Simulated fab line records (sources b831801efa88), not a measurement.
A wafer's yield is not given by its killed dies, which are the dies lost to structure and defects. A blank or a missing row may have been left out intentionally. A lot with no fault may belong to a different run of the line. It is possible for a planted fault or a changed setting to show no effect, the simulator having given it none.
Which tool did it? ; flow sky130 ; 11 lots with 33 wafers sampled at 4 steps, on a route of 708 steps

WHAT EACH GAUGE READ, for each wafer
SKY_LDD_HVN_TW_MEAS_10.
lot;measured;on;LDD_HVN_TW
L795;day 20 05:51;film metro-03;1428 1435 1434
L796;day 20 13:19;film metro-04;1448 1454 1442
L797;day 21 03:54;film metro-01;1425 1423 1414
L799;day 22 00:28;film metro-03;1435 1444 1432
L801;day 22 09:54;film metro-04;1442 1442 1444
L805;day 24 06:19;film metro-03;1425 1438 1431
L810;day 25 15:55;film metro-03;1431 1441 1432
L812;day 26 13:19;film metro-03;2645 2646 2639
L813;day 26 23:05;film metro-04;1434 1440 1450
L816;day 27 15:33;film metro-01;2648 2632 2618
L818;day 28 08:57;film metro-01;1440 1448 1430

WHICH TOOL RAN EACH LOT (tool, then ch and the chambers of the sampled wafers, then the start)
lot;SKY_POLY_GATE_ETCH_15;SKY_LDD_P_STRIP_10;SKY_LDD_HVN_IMPLANT_08
L795;rie diel-02 ch 0,3, day 16 08:46;plasma asher-03 ch 0,1, day 18 23:10;implanter-01 ch 0, day 20 05:36
L796;rie diel-04 ch 0,1,3, day 16 14:35;plasma asher-01 ch 0,1, day 19 05:46;implanter-03 ch 0, day 20 13:04
L797;rie diel-04 ch 1,2,3, day 17 01:38;plasma asher-01 ch 0,1, day 19 20:19;implanter-04 ch 0, day 21 03:42
L799;rie diel-04 ch 0,1, day 17 23:16;plasma asher-03 ch 0,1, day 20 17:46;implanter-01 ch 0, day 22 00:13
L801;rie diel-02 ch 2,3, day 18 08:43;plasma asher-03 ch 0,1, day 21 02:52;implanter-03 ch 0, day 22 09:39
L805;rie diel-04 ch 0,1,2, day 20 03:49;plasma asher-03 ch 0,1, day 22 23:23;implanter-01 ch 0, day 24 06:06
L810;rie diel-02 ch 0,2,3, day 21 18:40;plasma asher-02 ch 0,1, day 24 10:22;implanter-03 ch 0, day 25 15:42
L812;rie diel-04 ch 0,1,3, day 22 13:52;plasma asher-01 ch 0,1, day 25 07:33;implanter-03 ch 0, day 26 13:04
L813;rie diel-04 ch 1,2,3, day 23 02:43;plasma asher-02 ch 0,1, day 25 17:25;implanter-04 ch 0, day 26 22:50
L816;rie diel-04 ch 0,2,3, day 23 20:23;plasma asher-02 ch 0,1, day 26 10:31;implanter-03 ch 0, day 27 15:18
L818;rie diel-01 ch 0,1,3, day 24 14:31;plasma asher-02 ch 0,1, day 27 03:46;implanter-04 ch 0, day 28 08:42
- SKY_POLY_GATE_ETCH_15: etches BARC in N2/H2, stops on SiO2, time 118.5 s, target depth 110 nm.
- SKY_LDD_P_STRIP_10: strips in O2/N2.
- SKY_LDD_HVN_IMPLANT_08

THE ANSWER, worked out from the rows above alone
Rule: usual is defined by the lots themselves. The widest of any qualifying gaps counts: lots, ordered by their means at a reading, are off when they make up no more than a third of the lots, leave a main group of 4 or more, and stand apart from it by 3 or more times the standard deviation of that group's means. If all means in a main group match to the digits the tables above print for the reading, that group is not used. Also off: a lot with no number at a reading for which 4 or more lots have one. Any other lot the step has rows for is counted as sound.
Off: L812, L816, seen at SKY_LDD_HVN_TW_MEAS_10 (LDD_HVN_TW). Mean 1436 and standard deviation 7.5 in the main group.
A tool fits if, at a process step before that reading, it ran every lot that is off, and no sound lot after the first of them. Gauges at SKY_LDD_HVN_TW_MEAS_10: tried the same way as those tools. One fits: implanter-03 at SKY_LDD_HVN_IMPLANT_08. Its last sound lot is L810 (day 25 15:42), its first lot that is off L812 (day 26 13:04): a fault that began between those two fits.

WHAT THE SIMULATOR HAD PUT IN
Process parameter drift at SKY_LDD_HVN_IMPLANT_08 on implanter-03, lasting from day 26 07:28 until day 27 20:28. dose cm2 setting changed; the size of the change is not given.
Shown lots that were struck: L812, L816. Same finding as the rule above.
